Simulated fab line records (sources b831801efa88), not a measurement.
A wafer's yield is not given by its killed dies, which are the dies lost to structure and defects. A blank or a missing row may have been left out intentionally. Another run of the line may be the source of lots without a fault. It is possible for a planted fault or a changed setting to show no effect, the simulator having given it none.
Code-filled problem report in 8D (eight disciplines) form	flow gf180mcu	the parts of the form that need people (team, actions taken, sign-off) are left out

== 1. WHAT WENT WRONG ==
Mean of spin-speed-rpm at GF_PSD_COAT_02: 3144.2 rpm across 6 wafers in 2 lots; on wafers with no fault it is 2999.9 rpm (standard deviation 2.1). Relative to the usual mean, that is a shift of +69 standard deviations.
The step: resist thk 1000 nm.
First seen on wafer L140.3, day 15 09:16, on litho-track-04. The record holds 39 wafers of 13 lots with a number at this step. The rule behind "out" and "out of limits": a value lying over 4 standard deviations away from the usual mean. All remaining wafers that have a number are taken as sound.

== 2. WHAT IT IS, WHAT IT ISN'T ==
question	is	is not
which readings at this step	spin-speed-rpm	-
which lots	L140, L141	L135, L136, L138, L142, L148, L149, L150, L151, L153, L156, L157
which wafers of those lots	all that have a number	-
read on which tools	litho-track-04	litho-track-01, litho-track-03
when	from day 15 09:16	up to then (9 sound wafers); but 24 sound wafers of L142, L148, L149, L150, L151, L153, L156, L157 came after

== 3. THE SUSPECTS, EACH WITH WHAT RULES IT OUT ==
Counting: a tool at any process step up to the reading remains a suspect when it ran all the lots that are out and ran no sound lot after the first of those.
- litho-track-04 at GF_PSD_COAT_02 (resist thk 1000 nm): kept. It processed each lot that is out, first L140 at day 15 09:16, and no sound lot thereafter; up to then, the last sound lot it processed was L138 at day 15 02:47. Out on those wafers are its own readings of spin-speed-rpm.
After counting, what remains is litho-track-04 at GF_PSD_COAT_02.

== 4. THE CAUSE (what the simulator had put in) ==
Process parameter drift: litho-track-04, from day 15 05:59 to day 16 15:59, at GF_PSD_COAT_02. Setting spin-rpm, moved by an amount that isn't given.
Only this tool survived the counting.

== 5. THE EFFECT CHAIN, in route order ==
One row per reading whose mean, taken over the struck wafers that have a number, lies over 3 standard deviations from the usual. Scope: only readings with a usual standard deviation given in the record; hours: median across lots of the time from each lot's start at the first step in this table that gives one to its start at this step; sigmas: change in usual standard deviations.
hours	step	reading	usual	on struck wafers	change	sigmas
0	GF_PSD_COAT_02	spin-speed-rpm	2999.9 rpm	3144.2	+144.3	+69
12	GF_PSD_STRIP_10	strip-time-to-endpoint-s	16.51 s	16.23	-0.28	-8.7
Its process steps:
- GF_PSD_COAT_02: resist thk 1000 nm.
- GF_PSD_STRIP_10: strips in O2/N2.
Later measuring or inspecting steps at which every struck wafer that the step has a row for has a number for every such reading, and none has moved that far: GF_SAB_OVL_MEAS_10.

== 6. WHAT WOULD HAVE CAUGHT IT SOONER ==
In this record no reading fell out of limits until day 15 09:16, 3 hours after the fault had begun at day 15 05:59.
